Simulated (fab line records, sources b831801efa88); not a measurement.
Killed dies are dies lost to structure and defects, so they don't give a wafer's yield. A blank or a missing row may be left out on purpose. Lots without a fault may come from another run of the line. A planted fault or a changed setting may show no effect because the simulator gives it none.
fab line records | flow gf180mcu
record lots=14 wafers=42 last_day=34
route steps=602 shown V5@542 TOP_METAL@570 PASSIVATION@597
lots that met no fault: from a run of the same line without faults
start_h: hours from the record's first day to the start of the lot's first wafer shown | wait_h: hours since the lot's step before | " the same as in the row above | L1.1+2: a row that stands for several wafers | - no value, or no start given | * or withheld: withheld | < > ~ a bound
route shown NAME@n: a module of which the file shows steps, and the number in the route of the first | usual: mean/standard deviation of fault-free wafers | same: alike in all rows | chamber/n: place in a boat | sites: the reading at each site | _std_site: their standard deviation | _edge_site: outer sites' mean less inner sites' | radius_mm: how far each site lies from the wafer's centre | mask NAME#n: copy n | behind: the tool/chamber that last shaped the wafer | hold: why the lot was held/for how many hours/how that ended | device: the transistor (n, p or np) that didn't switch | end of line: the same wafers' tests at the end of the route | a step without rows: its recipe alone | killed: dies lost to structure and defects at the first sort, not the wafer's yield | map: a wafer's dies, x killed, . not, _ none there
set.NAME: the setting as run; set.NAME@STEP: as run at that earlier step | model.NAME: the simulator's own value behind a step, which no gauge read
steps of the route over a sample of lots; a table a step, a row a wafer
services: from which hour (start_h, from the record's first day; less than 0 if before it) a tool's chamber was out of use, for how many hours, and why
## steps
# step GF_V5_CVD_02
# recipe material=SiO2 target_thk_nm=1450 precursor=TEOS temp_c=400 time_s=163.28 rf_w=600
# usual heater_power_w=638/100
# columns lot.wafer tool chamber start_h wait_h heater_power_w
L182.4 pecvd-04 0 599.68 0.1 494
L182.5 " 2 " " 693
L182.6 " 1 " " 765
L183.1 pecvd-02 0 627.72 0.1 544
L183.3 " 2 " " 670
L183.5 " 1 " " 697
L187.1 pecvd-01 1 649.22 0.1 754
L187.4 " 1 " " 622
L187.6 " 0 " " 605
L188.1 pecvd-02 0 655.04 0.1 541
L188.3 " 1 " " 706
L188.6 " 0 " " 425
L189.3 pecvd-01 0 666.56 0.0 607
L189.4 " 1 " " 594
L189.5 " 2 " " 674
L191.1 pecvd-01 0 679.55 0.1 489
L191.4 " 0 " " 567
L191.6 " 2 " " 686
L190.2 pecvd-01 1 681.87 0.0 646
L190.3 " 2 " " 821
L190.5 " 1 " " 726
L199.1 pecvd-04 1 734.22 0.1 698
L199.5 " 0 " " 571
L199.6 " 1 " " 764
L200.2 pecvd-04 2 745.73 0.0 618
L200.3 " 1 " " 752
L200.5 " 2 " " 674
L201.3 pecvd-01 2 748.88 0.0 855
L201.5 " 1 " " 705
L201.6 " 0 " " 479
L202.3 pecvd-02 2 752.65 0.0 759
L202.5 " 1 " " 560
L202.6 " 2 " " 599
L203.1 pecvd-04 2 759.03 0.1 644
L203.5 " 0 " " 483
L203.6 " 2 " " 700
L204.1 pecvd-04 1 759.85 0.1 720
L204.4 " 0 " " 482
L204.6 " 1 " " 780
L205.2 pecvd-01 1 762.42 0.0 741
L205.3 " 0 " " 526
L205.6 " 1 " " 591
# step GF_V5_SPUTTER_21
# recipe material=Ti target_thk_nm=15 chamber_pressure_pa=5 power_w=2500 substrate_temp_c=200 time_s=80.02
# usual substrate_temp_c=200.01/0.15 throttle_valve_pct=30.2/0.91
# columns lot.wafer tool chamber start_h wait_h substrate_temp_c throttle_valve_pct
L182.4 pvd_sputter-02 - 621.53 0.0 199.98 30.2
L182.5 " - " " 200.13 31.5
L182.6 " - " " 199.77 30.5
L183.1 pvd_sputter-04 - 649.93 0.0 199.77 29.4
L183.3 " - " " 200.12 31.5
L183.5 " - " " 200.12 29.7
L187.1 pvd_sputter-04 - 669.30 0.0 200.19 29.8
L187.4 " - " " 200.05 29.5
L187.6 " - " " 200.16 30.0
L188.1 pvd_sputter-02 - 675.39 0.0 199.94 30.6
L188.3 " - " " 199.92 31.9
L188.6 " - " " 200.01 30.5
L189.3 pvd_sputter-04 - 687.07 0.0 200.03 30.0
L189.4 " - " " 199.94 29.7
L189.5 " - " " 200.01 29.6
L191.1 pvd_sputter-01 - 699.46 0.0 200.08 30.3
L191.4 " - " " 200.24 30.2
L191.6 " - " " 199.81 30.5
L190.2 pvd_sputter-02 - 703.15 0.0 200.03 28.3
L190.3 " - " " 200.01 31.8
L190.5 " - " " 200.12 28.5
L199.1 pvd_sputter-02 - 752.80 0.0 200.07 30.4
L199.5 " - " " 200.09 30.4
L199.6 " - " " 199.61 31.3
L200.2 pvd_sputter-04 - 764.60 0.0 199.95 29.7
L200.3 " - " " 200.00 31.2
L200.5 " - " " 200.06 31.5
L201.3 pvd_sputter-04 - 765.83 0.0 200.21 29.4
L201.5 " - " " 200.14 29.8
L201.6 " - " " 200.14 31.5
L202.3 pvd_sputter-01 - 769.65 0.0 200.13 30.4
L202.5 " - " " 199.75 30.1
L202.6 " - " " 199.94 30.2
L203.1 pvd_sputter-02 - 776.48 0.0 199.91 28.7
L203.5 " - " " 199.77 28.5
L203.6 " - " " 200.29 30.2
L204.1 pvd_sputter-02 - 777.20 0.0 200.13 28.6
L204.4 " - " " 200.01 31.4
L204.6 " - " " 200.24 28.2
L205.2 pvd_sputter-02 - 780.05 0.0 200.15 28.7
L205.3 " - " " 200.07 30.6
L205.6 " - " " 200.33 30.3
# step GF_TOP_METAL_SPUTTER_03
# recipe material=Ti target_thk_nm=5 substrate_temp_c=300 chamber_pressure_pa=0.3 power_w=3000 time_s=3.3
# usual substrate_temp_c=299.99/0.2 throttle_valve_pct=30.1/0.77
# columns lot.wafer tool chamber start_h wait_h substrate_temp_c throttle_valve_pct
L182.4 pvd_sputter-01 - 622.40 0.0 300.52 30.1
L182.5 " - " " 300.24 30.2
L182.6 " - " " 300.15 30.1
L183.1 pvd_sputter-01 - 650.80 0.0 300.29 30.1
L183.3 " - " " 300.42 30.3
L183.5 " - " " 300.12 30.3
L187.1 pvd_sputter-02 - 670.17 0.0 300.10 31.3
L187.4 " - " " 300.06 30.4
L187.6 " - " " 299.84 31.9
L188.1 pvd_sputter-01 - 676.37 0.0 300.12 30.4
L188.3 " - " " 300.18 30.1
L188.6 " - " " 300.24 30.4
L189.3 pvd_sputter-01 - 688.05 0.0 300.11 30.3
L189.4 " - " " 299.95 30.4
L189.5 " - " " 300.14 30.0
L191.1 pvd_sputter-01 - 700.44 0.0 299.69 30.6
L191.4 " - " " 299.86 30.2
L191.6 " - " " 299.70 30.0
L190.2 pvd_sputter-03 - 704.13 0.0 300.10 29.8
L190.3 " - " " 300.08 30.2
L190.5 " - " " 299.89 30.2
L199.1 pvd_sputter-03 - 753.67 0.0 299.60 28.6
L199.5 " - " " 300.16 28.3
L199.6 " - " " 300.13 30.8
L200.2 pvd_sputter-01 - 765.47 0.0 300.05 30.0
L200.3 " - " " 299.76 30.1
L200.5 " - " " 300.11 30.4
L201.3 pvd_sputter-01 - 766.69 0.0 299.97 30.5
L201.5 " - " " 299.68 30.5
L201.6 " - " " 299.90 30.2
L202.3 pvd_sputter-03 - 770.51 0.0 300.01 30.5
L202.5 " - " " 299.94 30.1
L202.6 " - " " 300.02 28.4
L203.1 pvd_sputter-03 - 777.34 0.0 300.22 29.8
L203.5 " - " " 300.29 29.9
L203.6 " - " " 300.09 30.5
L204.1 pvd_sputter-03 - 778.06 0.0 299.89 30.8
L204.4 " - " " 300.35 28.3
L204.6 " - " " 300.15 30.6
L205.2 pvd_sputter-02 - 780.91 0.0 299.88 30.5
L205.3 " - " " 299.87 28.5
L205.6 " - " " 299.99 30.1
# step GF_PASSIVATION_DEVELOP_10
# recipe develop_time_s=60 dev_temp_c=23
# usual chill_plate_temp_C=22.99/0.1 develop_time_s=60/0
# columns lot.wafer tool chamber start_h wait_h chill_plate_temp_C develop_time_s
L182.4 litho_track-03 0 662 - 23.03 60
L182.5 " 0 " " 22.85 60
L182.6 " 0 " " 22.92 60
L183.1 litho_track-01 0 689 - 22.98 60
L183.3 " 0 " " 22.93 60
L183.5 " 0 " " 23.00 60
L187.1 litho_track-03 0 708 - 23.11 60
L187.4 " 0 709 - 23.05 60
L187.6 " 0 " " 23.05 60
L188.1 litho_track-03 0 714 - 22.80 60
L188.3 " 0 " " 23.01 60
L188.6 " 0 " " 22.82 60
L189.3 litho_track-02 0 726 - 23.08 60
L189.4 " 0 " " 23.02 60
L189.5 " 0 " " 22.95 60
L191.1 litho_track-01 0 736 - 22.97 60
L191.4 " 0 " " 22.90 60
L191.6 " 0 " " 22.97 60
L190.2 litho_track-03 0 739 - 22.94 60
L190.3 " 0 " " 22.99 60
L190.5 " 0 " " 23.16 60
L199.1 litho_track-03 0 785 - 23.19 60
L199.5 " 0 " " 23.11 60
L199.6 " 0 " " 23.16 60
L200.2 litho_track-02 - 797 - - -
L200.3 " - " " - -
L200.5 " - " " - -
L201.3 litho_track-02 - 798 - - -
L201.5 " - " " - -
L201.6 " - " " - -
L202.3 litho_track-01 0 802 - 22.98 60
L202.5 " 0 " " 22.85 60
L202.6 " 0 " " 23.06 60
L203.1 litho_track-02 0 809 - 23.05 60
L203.5 " 0 " " 22.94 60
L203.6 " 0 " " 22.94 60
L204.1 litho_track-02 0 809 - 23.15 60
L204.4 " 0 " " 22.97 60
L204.6 " 0 " " 23.09 60
L205.2 litho_track-01 0 811 - 23.07 60
L205.3 " 0 " " 23.14 60
L205.6 " 0 " " 22.92 60
## services
# columns tool chamber start_h hours kind
pecvd-01 - 577.70 2.8 repair
pecvd-02 - 591.12 14.0 pm
pecvd-02 0 591.12 14.0 vent_cycle
pecvd-02 1 591.12 14.0 vent_cycle
pecvd-02 2 591.12 14.0 vent_cycle
pecvd-02 0 605.12 - clean
pecvd-02 1 605.12 - clean
pecvd-02 2 605.12 - clean
pvd_sputter-03 - 659.12 1.7 repair
pvd_sputter-01 - 691.69 2.4 repair
pvd_sputter-02 - 720.99 2.2 repair
pvd_sputter-02 - 734.46 3.9 repair
pvd_sputter-04 - 747.38 5.5 repair
pvd_sputter-01 - 775.54 6.9 repair
pvd_sputter-03 - 790.17 5.1 repair
pecvd-04 - 798.48 1.7 repair
## key
first_sign step=GF_PASSIVATION_DEVELOP_10 reading=tool_record direction=missing
effect none on later readings
met_at GF_PASSIVATION_DEVELOP_10
struck_lots L200,L201
later_rows_left_out L200.2,L200.3,L200.5,L201.3,L201.5,L201.6
sort_left_out L200.2,L200.3,L200.5,L201.3,L201.5,L201.6
not_acting_at GF_V5_CVD_02,GF_V5_SPUTTER_21,GF_TOP_METAL_SPUTTER_03
onset_between 726 797
fault kind=skipped_step_whole tool=litho_track-02 chamber=- onset_h=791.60 steps=GF_PASSIVATION_DEVELOP_10 scope=struck_lots_only
# sort_left_out: the simulated sort isn't trusted on such a fault, so these wafers' sort isn't shown, and their yield isn't known
# later_rows_left_out: the simulator's readings of these wafers behind a module that went badly wrong aren't trusted and aren't shown, but for the sort
